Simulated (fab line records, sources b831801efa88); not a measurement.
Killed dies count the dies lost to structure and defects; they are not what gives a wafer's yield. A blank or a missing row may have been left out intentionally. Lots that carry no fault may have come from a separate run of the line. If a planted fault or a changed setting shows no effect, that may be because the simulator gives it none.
Struck lot and sound lot, side by side | flow sky130 | 24 out of 708 route steps
Sound: these wafers, L363.1, L363.4, L363.5. Struck: wafer L373.3 (L373.4, L373.5, from the same lot, were not struck and are left out); the cause is given at the end.
Order at every step that has rows: each side's tool, ch and its chambers, its first start. Under that, the readings that differ: sound wafers | struck wafers | difference of the means | sigmas: that difference in standard deviations of wafers without a fault.
alike: readings whose means differ by less than 2 such deviations, and words and numbers that are the same on both sides. not compared: withheld readings, readings that some wafer has no value for, bounds like >300 that may hide the same value, and numbers for which the record gives no deviation and whose values overlap.
Wherever a step has rows on one side only, a row that says differs or no value, or a row with sigmas, the two part there. Numbers that don't overlap but have no deviation are shown without sigmas and don't part them. A reading missing from all wafers of one side parts the sides only when that side holds two or more wafers.

first, 6 steps without rows for these wafers: SKY_PWDE_HMDS_01 (prime time 60 s); SKY_PWDE_COAT_02 (resist thk 3000 nm); SKY_PWDE_SOFTBAKE_03; SKY_PWDE_EXPOSE_04 (exposes mask PWDEM, target cd 840 nm); SKY_PWDE_PEB_05; SKY_PWDE_DEVELOP_06 (develop time 60 s).
SKY_PWDE_OVL_MEAS_07:
  sound: overlay-02 at day 3 18:57; struck: overlay-02 at day 6 12:53
  reading       | sound       | struck | difference | sigmas
  PWDE_OVL (nm) | 0.4 1.6 0.6 | -1.6   | -2.5       | -2
after that, 1 step had no rows for these wafers: SKY_PWDE_IMPLANT_08.
SKY_PWDE_STRIP_09: strips in O2/N2.
  sound on plasma-asher-02 ch 1, day 3 19:08; struck on plasma-asher-02 ch 0, day 6 13:06
  alike: drypump-motor-current-A, oes-product-au, strip-time-to-endpoint-s
  not compared: rf-hours-counter-h
SKY_PWDE_TW_MEAS_10:
  sound: film-metro-02 at day 3 19:14; struck: film-metro-03 at day 6 13:11
  alike: PWDE_TW
then, 2 steps without rows for these wafers: SKY_NWELL_DEHYDRATE_03 (time 60 s); SKY_NWELL_HMDS_04 (prime time 60 s).
SKY_NWELL_COAT_05: resist thk 3000 nm.
  sound on litho-track-01 ch 0, day 4 03:04; struck on litho-track-03 ch 0, day 6 22:05
  reading                                 | sound          | struck | difference | sigmas
  model.coat_of_NWELL_COAT_05.thk-nm (nm) | 3011 3009 3002 | 1472   | -1535      |
then, 3 steps without rows for these wafers: SKY_NWELL_SOFTBAKE_06; SKY_NWELL_EXPOSE_07 (exposes mask NWM, target cd 840 nm); SKY_NWELL_PEB_08.
SKY_NWELL_DEVELOP_09: develop time 60 s.
  sound on litho-track-03 ch 0; struck on litho-track-04 ch 0
  reading                                 | sound          | struck | difference | sigmas
  model.coat_of_NWELL_COAT_05.thk-nm (nm) | 3006 3005 2998 | 1468   | -1535      |
SKY_NWELL_OVL_MEAS_10:
  sound: overlay-02 at day 4 10:59; struck: overlay-02 at day 7 07:52
  reading           | sound       | struck | difference | sigmas
  NWELL_00_OVL (nm) | 3.1 0.9 1.4 | -2.5   | -4.3       | -3
then, 3 steps without rows for these wafers: SKY_NWELL_IMPLANT_11; SKY_NWELL_IMPLANT_12; SKY_NWELL_IMPLANT_13.
SKY_NWELL_STRIP_14: strips in O2/N2.
  sound on plasma-asher-04 ch 0,1, day 4 11:28; struck on plasma-asher-01 ch 0, day 7 08:23
  reading                      | sound             | struck | difference | sigmas
  strip-time-to-endpoint-s (s) | 37.04 37.01 36.95 | 19.09  | -17.91     | -99 or more
  alike: drypump-motor-current-A, oes-product-au
  not compared: rf-hours-counter-h
SKY_NWELL_TW_MEAS_15:
  sound: film-metro-03 at day 4 11:34; struck: film-metro-03 at day 7 08:28
  alike: NWELL_TW
-- the record jumps here: 42 days lie between the struck wafers' starts before and after (it left off in module NWELL and takes up again in module PAD_OPEN, whose first step shown is number 708 of the route) --
SKY_PAD_OPEN_PROBE_99:
  sound: prober-02 at day 46 11:51; struck: prober-01 at day 48 23:58
  reading                                     | sound                         | struck    | difference | sigmas
  killed-dies                                 | 85 82 101                     | 61        | -28        | -3
  killed-short                                | 32 36 54                      | 20        | -21        | -4
  model.etest.pfet_16v.r-on-ohm-um            | 1.584e+04 1.492e+04 1.588e+04 | 1.592e+04 | +3.733e+02 |
  model.etest.nfet_16v.r-on-ohm-um            | 1.391e+04 1.368e+04 1.411e+04 | 1.359e+04 | -3.100e+02 |
  model.etest.res-nwell.line-ohm-um           | 1321 1190 1325                | 968.4     | -310.3     |
  model.etest.res-nwell.width-nm (nm)         | 821.8 819 824.6               | 956.5     | +134.7     |
  model.etest.res-iso-pwell.width-nm (nm)     | 2654 2669 2650                | 2601      | -57        |
  model.etest.pfet_16v.drive-ua-um            | 236.8 243 234.1               | 226.2     | -11.8      |
  model.etest.iso-nwell-nwell.leak-log10-a-um | -13.87 -13.84 -13.89          | -13.06    | +0.81      |
  alike: killed_at_M0_to_M3, killed_at_M4_up, killed-at-contacts, killed-at-front-end, killed-at-other, killed-open

== WHERE THEY PART ==
Last at SKY_PAD_OPEN_PROBE_99 as far as this record goes, first at SKY_PWDE_OVL_MEAS_07.

WHY: the cause the simulator had injected
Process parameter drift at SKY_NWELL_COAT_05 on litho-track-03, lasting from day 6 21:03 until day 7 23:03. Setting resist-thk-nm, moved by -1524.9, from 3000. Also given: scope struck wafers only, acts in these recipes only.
